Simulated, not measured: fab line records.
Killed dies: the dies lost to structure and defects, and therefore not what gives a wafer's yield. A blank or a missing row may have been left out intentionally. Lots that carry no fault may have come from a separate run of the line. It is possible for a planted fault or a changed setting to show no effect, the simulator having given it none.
One fault seen from 2 desks / flow gf180mcu / what lay behind the numbers comes last; until then each desk has only its own

## FOR THE TOOL OWNER'S DESK: implanter-01
GF_HV_LDD_IMPLANT_33, tool's own readings: per-lot mean of the sampled wafers with a number, covering each lot this tool ran. Any lot whose mean is over 4 standard deviations away from the usual mean is out of limits and marked OUT; that distance is given in the brackets.
Columns: A = beam on s at GF_HV_LDD_IMPLANT_33, usual 9.96 s; B = tilt deg at GF_HV_LDD_IMPLANT_33, usual 29.998 degrees
lot=L313; first seen here=day 12 19:35; A=9.93; B=30.003
lot=L316; first seen here=day 13 14:57; A=9.99; B=29.976
lot=L321; first seen here=day 15 05:44; A=9.93; B=31.818 (+79) OUT
lot=L324; first seen here=day 16 03:04; A=10.05; B=31.820 (+79) OUT
This desk's finding: out of limits on L321, L324; first on L321, day 15 05:44 (tilt deg at GF_HV_LDD_IMPLANT_33). L313, L316: within limits.

## METROLOGY DESK
What the gauges read, lot by lot, whatever tool the lot ran on: means of the sampled wafers that have a number. Any lot whose mean is over 4 standard deviations away from the usual mean is out of limits and marked OUT; that distance is given in the brackets.
Columns: A = HV_LDD_RS at GF_HV_LDD_RS_MEAS_53, usual 419.1 ohm/sq
lot=L311; first seen here=day 12 19:53; A=418.7
lot=L313; first seen here=day 13 16:40; A=418.4
lot=L314; first seen here=day 14 00:03; A=418.8
lot=L315; first seen here=day 14 03:30; A=419.3
lot=L316; first seen here=day 14 12:44; A=418.4
lot=L322; first seen here=day 16 12:29; A=420.2
lot=L330; first seen here=day 19 04:22; A=419.1
lot=L332; first seen here=day 19 22:11; A=418.5
lot=L333; first seen here=day 20 05:33; A=419.5
Result from this desk: across the 9 lots, nothing is out of limits.

## PUT TOGETHER
The tool owner's desk could have raised an alarm at day 15 05:44, on L321, L324.
From the metrology desk's view, nothing was out of limits.
The metrology desk has no number on record for L321, L324.
Of the lots named, all ran GF_HV_LDD_IMPLANT_33 on implanter-01.

## WHAT HAD BEEN PUT IN BY THE SIMULATOR
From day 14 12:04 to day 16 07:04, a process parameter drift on implanter-01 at GF_HV_LDD_IMPLANT_33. Setting tilt deg, moved by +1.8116, from 30. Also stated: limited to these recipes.
Shown lots that were struck: L321, L324.
Time in hours from fault onset to the first out-of-limits reading at each desk: the tool owner's desk, 18.
